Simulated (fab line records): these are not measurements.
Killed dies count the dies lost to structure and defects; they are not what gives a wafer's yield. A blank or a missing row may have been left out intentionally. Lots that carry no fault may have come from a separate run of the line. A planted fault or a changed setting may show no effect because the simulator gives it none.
A struck lot beside a sound one    flow sky130    17 out of 708 route steps
Sound: the wafers L539.1, L539.3, L539.5. Struck: wafer L540.2. (L540.3, L540.5 of the same lot were not struck and are left out.) The cause comes at the end.
Per side, at each step with rows, come the tool, then ch with its chambers, and then its first start. Under that, the readings that differ: sound wafers    struck wafers    difference of the means    sigmas: that difference in standard deviations of wafers without a fault.
alike: same words and numbers on both sides, and readings whose means sit less than 2 such deviations apart. not compared: any withheld reading, any reading some wafer has no value for, any bound like >300 that may hide the same value, and any number with overlapping values for which the record gives no deviation.
The two part at a step that has a row with sigmas, a row that says differs or no value, or rows on one side only. Numbers that have no deviation but don't overlap get no sigmas and don't part them. Lack of a reading on every wafer of one side parts them only where that side has two or more wafers.

SKY_VIA2_CMP_02: polishes SiO2.
  sound on cmp-02 ch 1,2, day 35 01:28; struck on cmp-02 ch 1, day 35 11:57
  alike: motor_current_A, platen_rpm, retaining_ring_pressure_frac
SKY_VIA2_BOW_MEAS_03:
  sound on film_metro-02, day 35 01:43; struck on film_metro-01, day 35 12:13
  alike: VIA2_BOW
then, 8 steps without rows for these wafers: SKY_VIA2_DEHYDRATE_04 (time 60 s); SKY_VIA2_HMDS_05 (prime time 60 s); SKY_VIA2_COAT_06 (resist thk 60 nm); SKY_VIA2_COAT_07 (resist thk 450 nm); SKY_VIA2_SOFTBAKE_08 (time 90 s); SKY_VIA2_EXPOSE_09 (exposes mask VIM2, target cd 200 nm); SKY_VIA2_PEB_10; SKY_VIA2_DEVELOP_11 (develop time 60 s).
SKY_VIA2_CD_MEAS_12: the cd target is 200 nm.
  sound on cd_sem-01, day 36 04:10; struck on cd_sem-02, day 36 14:46
reading     sound              struck  difference  sigmas
cd_nm (nm)  201.7 201.9 201.0  198.4   -3.1        -2
SKY_VIA2_OVL_MEAS_13:
  sound on overlay-02, day 36 04:17; struck on overlay-01, day 36 14:52
  alike: VIA2_OVL
SKY_VIA2_ETCH_14: etches BARC in N2/H2, stops on SiO2, time 45.9 s, target depth 60 nm.
  sound on rie_diel-01 ch 0,2, day 36 04:19; struck on rie_diel-01 ch 2, day 36 14:54
reading                                      sound              struck  difference  sigmas
oes_product_au (a.u.)                        0.851 0.867 0.848  0.789   -0.066      -14
model.KrF-thick_of_VIA2_COAT_07.thk_nm (nm)  392 393.1 392.3    407.8   +15.3       
model.etch.depth_nm (nm)                     59.84 60.08 59.64  51.58   -8.27       
model.VIA2.cd_nm (nm)                        202.6 202.1 201.8  195.7   -6.5        
  alike: bias_w, drypump_motor_current_A, throttle_valve_pct
  not compared: rf_hours_counter_h
SKY_VIA2_ETCH_15: etches SiO2 in C4F8/O2/Ar, stops on TiN, target depth 546 nm, time 84 s.
  sound on rie_diel-01 ch 0,2, day 36 04:22; struck on rie_diel-01 ch 2, day 36 14:57
reading                                      sound              struck  difference  sigmas
oes_product_au (a.u.)                        0.936 0.935 0.935  0.635   -0.300      -65
model.KrF-thick_of_VIA2_COAT_07.thk_nm (nm)  281.6 282 281.5    297     +15         
  alike: bias_w
  not compared: rf_hours_counter_h
SKY_VIA2_STRIP_16: strips in O2/N2.
  sound on plasma_asher-04 ch 0,1, day 36 04:25; struck on plasma_asher-01 ch 0, day 36 15:01
reading                       sound              struck  difference  sigmas
drypump_motor_current_A (A)   5.4 5.3 5.5        6.6     +1.2        +2
strip_time_to_endpoint_s (s)  4.028 4.035 4.042  4.206   +0.171      +7
  alike: o2_flow_sccm, oes_product_au
  not compared: rf_hours_counter_h
then, 1 step without rows for these wafers: SKY_VIA2_STRIP_17 (strips in post etch residue remover, time 1200 s).
-- the record jumps here: 9 days lie between the struck wafers' starts before and after (it left off in module VIA2 and takes up again in module PAD_OPEN, whose first step shown is number 708 of the route) --
SKY_PAD_OPEN_PROBE_99:
  sound on prober-01, day 45 16:37; struck on prober-02, day 46 00:18
reading                                    sound  struck  difference  sigmas
model.etest.nfet_g5v0d10v5.under_floor     0 0 0  1       +1          
model.etest.tip_sonos.open                 0 0 0  1       +1          
model.etest.diode_ndiff_pwell.under_floor  0 0 0  1       +1          
model.etest.li_comb.under_floor            0 0 0  1       +1          
model.etest.nfet_01v8_turned.under_floor   0 0 0  1       +1          
model.etest.pfet_01v8_hvt.under_floor      0 0 0  1       +1          
model.etest.res_pdiff.open                 0 0 0  1       +1          
model.etest.sram_pfet_latch.open           0 0 0  1       +1          

## WHERE THEY PART
Earliest at SKY_VIA2_CD_MEAS_12; latest, in this record, at SKY_VIA2_STRIP_16.

WHY: what had been put in by the simulator
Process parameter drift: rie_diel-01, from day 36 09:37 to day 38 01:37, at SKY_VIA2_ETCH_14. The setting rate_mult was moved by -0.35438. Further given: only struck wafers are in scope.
